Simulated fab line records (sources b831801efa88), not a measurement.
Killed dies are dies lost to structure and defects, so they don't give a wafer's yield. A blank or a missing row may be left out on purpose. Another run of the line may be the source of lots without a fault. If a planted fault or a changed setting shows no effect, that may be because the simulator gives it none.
One fault through the eyes of 2 desks || flow gf180mcu || each desk holds nothing but its own numbers, with what lay behind them at the end

## TOOL OWNER'S DESK, rie-si-02
The tool's own readings at GF_POLY_GATE_ETCH_13 (etches poly-Si in HBr/Cl2, stops on SiO2, target depth 198.5 nm, time 69.6 s): means of the sampled wafers that have a number, for each lot that ran on this tool. Any lot whose mean is over 4 standard deviations away from the usual mean is out of limits and marked OUT; that distance is given in the brackets.
Columns: A = drypump-motor-current-A at GF_POLY_GATE_ETCH_13, usual 5.53 A; B = oes-product-au at GF_POLY_GATE_ETCH_13, usual 0.992 a.u.; C = run-length-s at GF_POLY_GATE_ETCH_13, usual 98.1 s; D = throttle-valve-pct at GF_POLY_GATE_ETCH_13, usual 33.684 %
{"lot": "L256", "first seen here": "day 9 09:02", "A": 5.39, "B": 0.984, "C": 98.2, "D": 33.680}
{"lot": "L260", "first seen here": "day 10 11:36", "A": 5.55, "B": 0.995, "C": 98.4, "D": 33.683}
{"lot": "L261", "first seen here": "day 10 15:02", "A": 5.43, "B": 0.997, "C": 98.2, "D": 33.685}
{"lot": "L265", "first seen here": "day 11 20:51", "A": 5.44, "B": 0.988, "C": 98.0, "D": 33.686}
{"lot": "L266", "first seen here": "day 11 23:55", "A": 5.43, "B": 0.996, "C": 98.2, "D": 33.680}
{"lot": "L269", "first seen here": "day 13 04:05", "A": 5.39, "B": 1.000, "C": "88.7 (-22) OUT", "D": 33.693}
{"lot": "L270", "first seen here": "day 13 07:20", "A": 5.45, "B": 1.001, "C": "91.9 (-14) OUT", "D": 33.680}
{"lot": "L271", "first seen here": "day 13 13:34", "A": 5.56, "B": "1.024 (+4.3) OUT", "C": "78.7 (-45) OUT", "D": 33.691}
This desk's verdict: out of limits on L269, L270, L271, starting with L269 at day 13 04:05 (run-length-s at GF_POLY_GATE_ETCH_13). Within limits: L256, L260, L261, L265, L266.

## METROLOGY DESK
Lot by lot, what the gauges showed, no matter which tool ran the lot: averages of those sampled wafers that carry a number. Any lot whose mean is over 4 standard deviations away from the usual mean is out of limits and marked OUT; that distance is given in the brackets.
Columns: A = cd-nm at GF_HV_LDD_CD_MEAS_07, usual 399.5 nm; B = HV_LDD_2_TW at GF_HV_LDD_TW_MEAS_23, usual 1048; C = cd-nm at GF_HV_LDD_CD_MEAS_31, usual 399.1 nm
{"lot": "L256", "first seen here": "day 10 04:26", "A": 399.9, "B": 1047, "C": 398.1}
{"lot": "L258", "first seen here": "day 10 19:24", "A": 396.1, "B": 1048, "C": 396.5}
{"lot": "L259", "first seen here": "day 11 03:56", "A": 398.2, "B": 1037, "C": 400.5}
{"lot": "L260", "first seen here": "day 11 08:51", "A": 401.4, "B": 1051, "C": 397.1}
{"lot": "L261", "first seen here": "day 11 10:50", "A": 397.6, "B": 1057, "C": 396.5}
{"lot": "L262", "first seen here": "day 11 17:14", "A": 399.2, "B": 1060, "C": 397.8}
{"lot": "L265", "first seen here": "day 12 17:46", "A": 402.2, "B": 1055, "C": 401.8}
{"lot": "L266", "first seen here": "day 12 21:41", "A": 399.2, "B": 1053, "C": 401.8}
{"lot": "L268", "first seen here": "day 13 13:20", "A": 400.4, "B": 1048, "C": 402.1}
{"lot": "L269", "first seen here": "day 14 01:32", "A": 396.1, "B": 1052, "C": 399.6}
{"lot": "L270", "first seen here": "day 14 07:50", "A": 400.4, "B": 1046, "C": 400.0}
{"lot": "L271", "first seen here": "day 14 11:21", "A": 397.4, "B": 1047, "C": 402.7}
{"lot": "L277", "first seen here": "day 16 12:53", "A": 398.5, "B": 1043, "C": 397.5}
{"lot": "L278", "first seen here": "day 16 14:59", "A": 402.9, "B": 1046, "C": 398.3}
{"lot": "L279", "first seen here": "day 16 23:40", "A": 401.5, "B": 1041, "C": 402.5}
Result from this desk: across the 15 lots, nothing is out of limits.

## BROUGHT TOGETHER
The tool owner's desk had the chance to raise an alarm at day 13 04:05 on L269, L270, L271.
At the metrology desk, nothing out of limits was observed.
The metrology desk has L269, L270, L271 on record, within its limits.
Of the lots named, all ran GF_POLY_GATE_ETCH_13 on rie-si-02.

## WHAT THE SIMULATOR PUT IN
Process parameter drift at GF_POLY_GATE_ETCH_13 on rie-si-02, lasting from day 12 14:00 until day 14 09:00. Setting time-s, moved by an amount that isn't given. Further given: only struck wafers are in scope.
Shown lots that were struck: L269, L270, L271.
How many hours passed from the start of the fault until each desk's first out-of-limits reading: the tool owner's desk, 14.
